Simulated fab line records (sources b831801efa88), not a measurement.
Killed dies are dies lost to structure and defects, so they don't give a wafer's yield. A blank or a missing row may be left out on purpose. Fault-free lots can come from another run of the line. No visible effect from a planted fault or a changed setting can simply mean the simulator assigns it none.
Which tool was responsible? / flow sky130 / 72 wafers from 24 lots sampled at 5 of the route's 708 steps

## WHAT EACH GAUGE READ, for each wafer
SKY_METAL1_OVL_MEAS_16.
lot=L074; measured=day 32 16:49; on=overlay-01; METAL1_OVL (nm)=-8 0 -6
lot=L075; measured=day 32 21:24; on=overlay-02; METAL1_OVL (nm)=-1 6 -10
lot=L076; measured=day 33 06:11; on=overlay-01; METAL1_OVL (nm)=-4 -5 -2
lot=L077; measured=day 33 13:16; on=overlay-01; METAL1_OVL (nm)=3 -2 -1
lot=L078; measured=day 34 00:28; on=overlay-01; METAL1_OVL (nm)=-4 -5 5
lot=L079; measured=day 34 10:30; on=overlay-02; METAL1_OVL (nm)=-6 -5 2
lot=L080; measured=day 34 11:43; on=overlay-01; METAL1_OVL (nm)=-1 -3 -3
lot=L081; measured=day 35 02:26; on=overlay-01; METAL1_OVL (nm)=-4 1 -2
lot=L082; measured=day 35 16:43; on=overlay-02; METAL1_OVL (nm)=0 -10 -2
lot=L083; measured=day 35 21:15; on=overlay-02; METAL1_OVL (nm)=-7 -5 -2
lot=L084; measured=day 36 03:19; on=overlay-02; METAL1_OVL (nm)=0 -6 1
lot=L085; measured=day 36 07:01; on=overlay-01; METAL1_OVL (nm)=0 -12 -9
lot=L086; measured=day 36 19:19; on=overlay-01; METAL1_OVL (nm)=-10 -4 -3
lot=L087; measured=day 37 03:07; on=overlay-02; METAL1_OVL (nm)=-5 -3 -5
lot=L088; measured=day 37 04:37; on=overlay-02; METAL1_OVL (nm)=0 5 -1
lot=L089; measured=day 37 18:20; on=overlay-01; METAL1_OVL (nm)=-2 -4 -7
lot=L090; measured=day 37 23:03; on=overlay-02; METAL1_OVL (nm)=6 5 -1
lot=L091; measured=day 38 06:46; on=overlay-02; METAL1_OVL (nm)=-10 2 -3
lot=L092; measured=day 38 09:31; on=overlay-01; METAL1_OVL (nm)=-16 -9 -2
lot=L094; measured=day 39 05:15; on=overlay-01; METAL1_OVL (nm)=3 2 10
lot=L093; measured=day 39 07:44; on=overlay-02; METAL1_OVL (nm)=-5 -13 -7
lot=L095; measured=day 39 08:05; on=overlay-02; METAL1_OVL (nm)=1 -1 4
lot=L096; measured=day 39 14:32; on=overlay-01; METAL1_OVL (nm)=-10 -4 -3
lot=L097; measured=day 39 19:31; on=overlay-02; METAL1_OVL (nm)=-9 -14 -10

SKY_VIA1_THK_MEAS_23: measures by xrf.
lot=L074; measured=day 33 21:50; on=film-metro-03; VIA1_W_THK (nm)=269 271 271
lot=L075; measured=day 34 02:20; on=film-metro-03; VIA1_W_THK (nm)=276 268 273
lot=L076; measured=day 34 10:46; on=film-metro-01; VIA1_W_THK (nm)=270 270 271
lot=L077; measured=day 34 18:43; on=film-metro-01; VIA1_W_THK (nm)=268 275 272
lot=L078; measured=day 35 05:06; on=film-metro-03; VIA1_W_THK (nm)=272 272 269
lot=L079; measured=day 35 15:59; on=film-metro-02; VIA1_W_THK (nm)=276 274 272
lot=L080; measured=day 35 16:55; on=film-metro-03; VIA1_W_THK (nm)=271 270 271
lot=L081; measured=day 36 07:02; on=film-metro-03; VIA1_W_THK (nm)=267 265 267
lot=L082; measured=day 36 20:58; on=film-metro-03; VIA1_W_THK (nm)=273 271 272
lot=L083; measured=day 37 01:01; on=film-metro-02; VIA1_W_THK (nm)=275 270 273
lot=L084; measured=day 37 08:16; on=film-metro-01; VIA1_W_THK (nm)=268 272 269
lot=L085; measured=day 37 11:45; on=film-metro-02; VIA1_W_THK (nm)=275 273 274
lot=L086; measured=day 37 23:15; on=film-metro-02; VIA1_W_THK (nm)=272 276 273
lot=L087; measured=day 38 07:23; on=film-metro-01; VIA1_W_THK (nm)=273 272 274
lot=L088; measured=day 38 08:47; on=film-metro-03; VIA1_W_THK (nm)=271 270 269
lot=L089; measured=day 38 22:26; on=film-metro-01; VIA1_W_THK (nm)=274 270 280
lot=L090; measured=day 39 03:04; on=film-metro-02; VIA1_W_THK (nm)=269 274 274
lot=L091; measured=day 39 10:48; on=film-metro-01; VIA1_W_THK (nm)=273 272 273
lot=L092; measured=day 39 12:36; on=film-metro-01; VIA1_W_THK (nm)=272 276 279
lot=L094; measured=day 40 08:01; on=film-metro-02; VIA1_W_THK (nm)=277 274 280
lot=L093; measured=day 40 10:59; on=film-metro-02; VIA1_W_THK (nm)=286 279 286
lot=L095; measured=day 40 11:44; on=film-metro-03; VIA1_W_THK (nm)=275 273 280
lot=L096; measured=day 40 16:41; on=film-metro-01; VIA1_W_THK (nm)=272 274 274
lot=L097; measured=day 40 22:34; on=film-metro-03; VIA1_W_THK (nm)=271 272 274

SKY_VIA2_THK_MEAS_23: measures by xrf.
lot=L074; measured=day 36 06:13; on=film-metro-04; VIA2_W_THK (nm)=423 431 417
lot=L075; measured=day 36 10:42; on=film-metro-01; VIA2_W_THK (nm)=434 433 426
lot=L076; measured=day 36 19:43; on=film-metro-04; VIA2_W_THK (nm)=422 423 422
lot=L077; measured=day 37 02:08; on=film-metro-03; VIA2_W_THK (nm)=427 427 415
lot=L078; measured=day 37 12:02; on=film-metro-01; VIA2_W_THK (nm)=424 416 422
lot=L079; measured=day 37 22:59; on=film-metro-03; VIA2_W_THK (nm)=415 411 418
lot=L080; measured=day 38 01:08; on=film-metro-03; VIA2_W_THK (nm)=416 428 417
lot=L081; measured=day 38 13:49; on=film-metro-03; VIA2_W_THK (nm)=419 420 417
lot=L082; measured=day 39 04:19; on=film-metro-04; VIA2_W_THK (nm)=416 414 428
lot=L083; measured=day 39 07:35; on=film-metro-03; VIA2_W_THK (nm)=431 430 433
lot=L084; measured=day 39 14:45; on=film-metro-03; VIA2_W_THK (nm)=417 417 421
lot=L085; measured=day 39 17:29; on=film-metro-04; VIA2_W_THK (nm)=422 431 433
lot=L086; measured=day 40 04:46; on=film-metro-04; VIA2_W_THK (nm)=434 434 433
lot=L087; measured=day 40 11:27; on=film-metro-01; VIA2_W_THK (nm)=414 423 417
lot=L088; measured=day 40 13:29; on=film-metro-04; VIA2_W_THK (nm)=435 422 425
lot=L089; measured=day 41 02:19; on=film-metro-04; VIA2_W_THK (nm)=424 417 417
lot=L090; measured=day 41 06:48; on=film-metro-04; VIA2_W_THK (nm)=422 418 411
lot=L091; measured=day 41 14:17; on=film-metro-03; VIA2_W_THK (nm)=416 414 421
lot=L092; measured=day 41 17:23; on=film-metro-03; VIA2_W_THK (nm)=414 407 415
lot=L094; measured=day 42 10:54; on=film-metro-04; VIA2_W_THK (nm)=420 417 422
lot=L093; measured=day 42 13:16; on=film-metro-01; VIA2_W_THK (nm)=430 428 435
lot=L095; measured=day 42 14:33; on=film-metro-03; VIA2_W_THK (nm)=415 424 415
lot=L096; measured=day 42 20:05; on=film-metro-01; VIA2_W_THK (nm)=419 422 416
lot=L097; measured=day 43 01:32; on=film-metro-04; VIA2_W_THK (nm)=412 425 413

## WHAT TOOL EACH LOT RAN ON (gives the tool, then ch and the chambers of the sampled wafers, and finally the start)
lot=L074; SKY_CONTACT_CMP_27=cmp-01 ch 0,2, day 31 13:14; SKY_VIA2_CVD_21=cvd-w-01 ch 0,1, day 36 05:58
lot=L075; SKY_CONTACT_CMP_27=cmp-02 ch 0,2, day 31 18:04; SKY_VIA2_CVD_21=cvd-w-01 ch 0, day 36 10:26
lot=L076; SKY_CONTACT_CMP_27=cmp-02 ch 1,2, day 32 02:29; SKY_VIA2_CVD_21=cvd-w-02 ch 0,1, day 36 19:28
lot=L077; SKY_CONTACT_CMP_27=cmp-02 ch 0,2,3, day 32 10:20; SKY_VIA2_CVD_21=cvd-w-01 ch 0,1, day 37 01:53
lot=L078; SKY_CONTACT_CMP_27=cmp-02 ch 0,1, day 32 21:23; SKY_VIA2_CVD_21=cvd-w-01 ch 0,1, day 37 11:48
lot=L079; SKY_CONTACT_CMP_27=cmp-02 ch 0,1,2, day 33 08:01; SKY_VIA2_CVD_21=cvd-w-01 ch 0,1, day 37 22:44
lot=L080; SKY_CONTACT_CMP_27=cmp-01 ch 0,2,3, day 33 09:28; SKY_VIA2_CVD_21=cvd-w-01 ch 0,1, day 38 00:53
lot=L081; SKY_CONTACT_CMP_27=cmp-01 ch 1,3, day 34 00:08; SKY_VIA2_CVD_21=cvd-w-02 ch 0,1, day 38 13:34
lot=L082; SKY_CONTACT_CMP_27=cmp-01 ch 0,2, day 34 13:13; SKY_VIA2_CVD_21=cvd-w-01 ch 0,1, day 39 04:04
lot=L083; SKY_CONTACT_CMP_27=cmp-01 ch 0,1,2, day 34 18:10; SKY_VIA2_CVD_21=cvd-w-02 ch 0,1, day 39 07:20
lot=L084; SKY_CONTACT_CMP_27=cmp-02 ch 0,2, day 34 23:54; SKY_VIA2_CVD_21=cvd-w-01 ch 1, day 39 14:29
lot=L085; SKY_CONTACT_CMP_27=cmp-01 ch 2,3, day 35 04:48; SKY_VIA2_CVD_21=cvd-w-01 ch 0,1, day 39 17:14
lot=L086; SKY_CONTACT_CMP_27=cmp-01 ch 0,2,3, day 35 16:20; SKY_VIA2_CVD_21=cvd-w-02 ch 0,1, day 40 04:31
lot=L087; SKY_CONTACT_CMP_27=cmp-02 ch 0,1,3, day 36 00:02; SKY_VIA2_CVD_21=cvd-w-01 ch 0,1, day 40 11:13
lot=L088; SKY_CONTACT_CMP_27=cmp-01 ch 0,3, day 36 01:43; SKY_VIA2_CVD_21=cvd-w-01 ch 0,1, day 40 13:14
lot=L089; SKY_CONTACT_CMP_27=cmp-01 ch 0,2,3, day 36 16:04; SKY_VIA2_CVD_21=cvd-w-01 ch 0,1, day 41 02:04
lot=L090; SKY_CONTACT_CMP_27=cmp-01 ch 2,3, day 36 20:35; SKY_VIA2_CVD_21=cvd-w-01 ch 0,1, day 41 06:32
lot=L091; SKY_CONTACT_CMP_27=cmp-01 ch 1,2,3, day 37 04:27; SKY_VIA2_CVD_21=cvd-w-01 ch 0,1, day 41 14:02
lot=L092; SKY_CONTACT_CMP_27=cmp-01 ch 0,1,3, day 37 07:13; SKY_VIA2_CVD_21=cvd-w-01 ch 0,1, day 41 17:08
lot=L094; SKY_CONTACT_CMP_27=cmp-01 ch 0,2,3, day 38 03:11; SKY_VIA2_CVD_21=cvd-w-01 ch 0,1, day 42 10:38
lot=L093; SKY_CONTACT_CMP_27=cmp-01 ch 0,3, day 38 05:14; SKY_VIA2_CVD_21=cvd-w-01 ch 0,1, day 42 13:01
lot=L095; SKY_CONTACT_CMP_27=cmp-01 ch 0,2,3, day 38 05:59; SKY_VIA2_CVD_21=cvd-w-01 ch 0,1, day 42 14:19
lot=L096; SKY_CONTACT_CMP_27=cmp-02 ch 1,2, day 38 12:34; SKY_VIA2_CVD_21=cvd-w-02 ch 0,1, day 42 19:50
lot=L097; SKY_CONTACT_CMP_27=cmp-01 ch 0,2, day 38 18:02; SKY_VIA2_CVD_21=cvd-w-02 ch 0,1, day 43 01:19
- SKY_CONTACT_CMP_27: polishes, stops on SiO2, t overpolish 15 s, target thk 0 nm.
- SKY_VIA2_CVD_21: deposits W, target thk 420 nm, time 126.4 s.

## AS READ BY THE TOOLS THEMSELVES (means over the sampled wafers that have a number; for cases with no such wafer, the mark the record gives instead)
SKY_CONTACT_CMP_27.
lot=L074; tool=cmp-01; head-pressure-psi (psi)=3.498; motor-current-A (A)=11.1; overpolish-run-s (s)=15.006; time-to-endpoint-s (s)=83
lot=L075; tool=cmp-02; head-pressure-psi (psi)=3.504; motor-current-A (A)=10.9; overpolish-run-s (s)=14.995; time-to-endpoint-s (s)=76
lot=L076; tool=cmp-02; head-pressure-psi (psi)=3.496; motor-current-A (A)=10.8; overpolish-run-s (s)=14.987; time-to-endpoint-s (s)=88
lot=L077; tool=cmp-02; head-pressure-psi (psi)=3.497; motor-current-A (A)=10.6; overpolish-run-s (s)=15.010; time-to-endpoint-s (s)=83
lot=L078; tool=cmp-02; head-pressure-psi (psi)=3.508; motor-current-A (A)=11.4; overpolish-run-s (s)=15.008; time-to-endpoint-s (s)=78
lot=L079; tool=cmp-02; head-pressure-psi (psi)=3.496; motor-current-A (A)=10.6; overpolish-run-s (s)=14.996; time-to-endpoint-s (s)=81
lot=L080; tool=cmp-01; head-pressure-psi (psi)=3.506; motor-current-A (A)=11.9; overpolish-run-s (s)=14.998; time-to-endpoint-s (s)=81
lot=L081; tool=cmp-01; head-pressure-psi (psi)=3.502; motor-current-A (A)=11.9; overpolish-run-s (s)=15.002; time-to-endpoint-s (s)=82
lot=L082; tool=cmp-01; head-pressure-psi (psi)=3.495; motor-current-A (A)=11.1; overpolish-run-s (s)=15.007; time-to-endpoint-s (s)=79
lot=L083; tool=cmp-01; head-pressure-psi (psi)=3.500; motor-current-A (A)=11.5; overpolish-run-s (s)=15.000; time-to-endpoint-s (s)=81
lot=L084; tool=cmp-02; head-pressure-psi (psi)=3.498; motor-current-A (A)=10.6; overpolish-run-s (s)=14.999; time-to-endpoint-s (s)=80
lot=L085; tool=cmp-01; head-pressure-psi (psi)=3.496; motor-current-A (A)=12.0; overpolish-run-s (s)=15.006; time-to-endpoint-s (s)=81
lot=L086; tool=cmp-01; head-pressure-psi (psi)=3.497; motor-current-A (A)=11.5; overpolish-run-s (s)=14.996; time-to-endpoint-s (s)=84
lot=L087; tool=cmp-02; head-pressure-psi (psi)=3.503; motor-current-A (A)=10.8; overpolish-run-s (s)=15.007; time-to-endpoint-s (s)=75
lot=L088; tool=cmp-01; head-pressure-psi (psi)=3.500; motor-current-A (A)=11.4; overpolish-run-s (s)=15.003; time-to-endpoint-s (s)=83
lot=L089; tool=cmp-01; head-pressure-psi (psi)=3.501; motor-current-A (A)=11.4; overpolish-run-s (s)=14.992; time-to-endpoint-s (s)=83
lot=L090; tool=cmp-01; head-pressure-psi (psi)=3.502; motor-current-A (A)=11.9; overpolish-run-s (s)=15.006; time-to-endpoint-s (s)=84
lot=L091; tool=cmp-01; head-pressure-psi (psi)=3.495; motor-current-A (A)=11.7; overpolish-run-s (s)=15.001; time-to-endpoint-s (s)=83
lot=L092; tool=cmp-01; head-pressure-psi (psi)=3.497; motor-current-A (A)=11.7; overpolish-run-s (s)=15.000; time-to-endpoint-s (s)=80
lot=L094; tool=cmp-01; head-pressure-psi (psi)=3.503; motor-current-A (A)=11.7; overpolish-run-s (s)=14.991; time-to-endpoint-s (s)=86
lot=L093; tool=cmp-01; head-pressure-psi (psi)=3.503; motor-current-A (A)=11.3; overpolish-run-s (s)=15.002; time-to-endpoint-s (s)=83
lot=L095; tool=cmp-01; head-pressure-psi (psi)=3.496; motor-current-A (A)=11.6; overpolish-run-s (s)=14.997; time-to-endpoint-s (s)=84
lot=L096; tool=cmp-02; head-pressure-psi (psi)=3.494; motor-current-A (A)=10.7; overpolish-run-s (s)=14.999; time-to-endpoint-s (s)=84
lot=L097; tool=cmp-01; head-pressure-psi (psi)=3.499; motor-current-A (A)=11.4; overpolish-run-s (s)=15.000; time-to-endpoint-s (s)=83

SKY_VIA2_CVD_21.
lot=L074; tool=cvd-w-01; heater-power-w (W)=869
lot=L075; tool=cvd-w-01; heater-power-w (W)=862
lot=L076; tool=cvd-w-02; heater-power-w (W)=882
lot=L077; tool=cvd-w-01; heater-power-w (W)=877
lot=L078; tool=cvd-w-01; heater-power-w (W)=869
lot=L079; tool=cvd-w-01; heater-power-w (W)=870
lot=L080; tool=cvd-w-01; heater-power-w (W)=870
lot=L081; tool=cvd-w-02; heater-power-w (W)=886
lot=L082; tool=cvd-w-01; heater-power-w (W)=867
lot=L083; tool=cvd-w-02; heater-power-w (W)=839
lot=L084; tool=cvd-w-01; heater-power-w (W)=860
lot=L085; tool=cvd-w-01; heater-power-w (W)=840
lot=L086; tool=cvd-w-02; heater-power-w (W)=807
lot=L087; tool=cvd-w-01; heater-power-w (W)=857
lot=L088; tool=cvd-w-01; heater-power-w (W)=865
lot=L089; tool=cvd-w-01; heater-power-w (W)=859
lot=L090; tool=cvd-w-01; heater-power-w (W)=873
lot=L091; tool=cvd-w-01; heater-power-w (W)=866
lot=L092; tool=cvd-w-01; heater-power-w (W)=882
lot=L094; tool=cvd-w-01; heater-power-w (W)=877
lot=L093; tool=cvd-w-01; heater-power-w (W)=875
lot=L095; tool=cvd-w-01; heater-power-w (W)=870
lot=L096; tool=cvd-w-02; heater-power-w (W)=837
lot=L097; tool=cvd-w-02; heater-power-w (W)=813

## THE ANSWER, worked out from the rows above alone
Rule: the lots themselves supply what counts as usual. The widest of any qualifying gaps counts: lots, ordered by their means at a reading, are off when they make up no more than a third of the lots, leave a main group of 4 or more, and stand apart from it by 3 or more times the standard deviation of that group's means. A main group is skipped when, at the precision printed for the reading in the tables above, its means are all equal. Also off: a lot with no number at a reading for which 4 or more lots have one. All remaining lots with rows at the step are treated as sound. Order of review: gauges by route order, followed by the tools' own readings, for which a lot's mean as printed above is used. The first step at which some lot is off is used, and at that step the reading that is off furthest; a lot without a number counts as furthest.
Nothing can be told from this: no lot is off at any reading shown.

## WHAT THE SIMULATOR HAD INSERTED
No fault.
